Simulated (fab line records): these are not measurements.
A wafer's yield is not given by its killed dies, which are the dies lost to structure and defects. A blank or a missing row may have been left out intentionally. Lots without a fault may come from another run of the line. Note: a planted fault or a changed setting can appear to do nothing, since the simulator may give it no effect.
Code-filled problem report in 8D (eight disciplines) form || flow sfq-line || the parts of the form that need people (team, actions taken, sign-off) are left out

== 1. WHAT WENT WRONG ==
rf-fwd-power-W at SFQ_TRILAYER_I2_DEP_PECVD_063 reads a mean of 153.2 W on 6 wafers of 2 lots; wafers without a fault read 182.4 W with a standard deviation of 0.6. Measured from the usual mean, that is -49 standard deviations.
The step: deposits SiO2 from SiH4/N2O, time 111.11 s, target thk 500 nm.
Earliest sighting: wafer L550.1 on pecvd-03 at day 30 22:49. Wafers with a number at this step in the record: 42, from 14 lots. The rule behind "out" and "out of limits": a value lying over 4 standard deviations away from the usual mean. All remaining wafers that have a number are taken as sound.

== 2. WHAT IT IS AND WHAT IT IS NOT ==
{"question": "which readings at this step", "is": "rf-fwd-power-W", "is not": "throttle-valve-pct"}
{"question": "which lots", "is": "L550, L556", "is not": "L544, L546, L547, L548, L549, L555, L557, L558, L561, L563, L564, L566"}
{"question": "which wafers of those lots", "is": "all that have a number", "is not": "-"}
{"question": "read on which tools", "is": "pecvd-03", "is not": "pecvd-02, pecvd-04"}
{"question": "when", "is": "from day 30 22:49", "is not": "up to then (15 sound wafers); but 21 sound wafers of L555, L557, L558, L561, L563, L564, L566 came after"}

== 3. WHAT RULES OUT EACH SUSPECT ==
Counting: a tool stays on the suspect list if, at a process step up to the reading, it processed all lots that are out and no sound lot following the first of them.
- pecvd-03 at SFQ_TRILAYER_I2_DEP_PECVD_063 (deposits SiO2 from SiH4/N2O, time 111.11 s, target thk 500 nm): kept. It processed each lot that is out, first L550 at day 30 22:49, and no sound lot thereafter; up to then, the last sound lot it processed was L548 at day 30 15:39. Its own readings are out on those wafers: rf-fwd-power-W.
Remaining after the count: pecvd-03 at SFQ_TRILAYER_I2_DEP_PECVD_063.

== 4. THE CAUSE (what the simulator had put in) ==
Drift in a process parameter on pecvd-03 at SFQ_TRILAYER_I2_DEP_PECVD_063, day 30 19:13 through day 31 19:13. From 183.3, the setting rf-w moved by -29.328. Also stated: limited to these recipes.
Only this tool survived the counting.

== 5. SEQUENCE OF EFFECTS, ordered by route ==
Each row: a reading whose mean over the struck wafers that have a number lies more than 3 standard deviations from the usual. Scope: only readings with a usual standard deviation given in the record; hours: median across lots of the time from each lot's start at the first step in this table that gives one to its start at this step; sigmas: change in usual standard deviations.
{"hours": 0, "step": "SFQ_TRILAYER_I2_DEP_PECVD_063", "reading": "rf-fwd-power-W", "usual": "182.4 W", "on struck wafers": 153.2, "change": -29.2, "sigmas": -49}
It contains these process steps:
- SFQ_TRILAYER_I2_DEP_PECVD_063: deposits SiO2 from SiH4/N2O, time 111.11 s, target thk 500 nm.

== 6. WHAT WOULD HAVE CAUGHT IT SOONER ==
First out-of-limits reading in this record: day 30 22:49, which is 4 hours after fault onset at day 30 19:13.
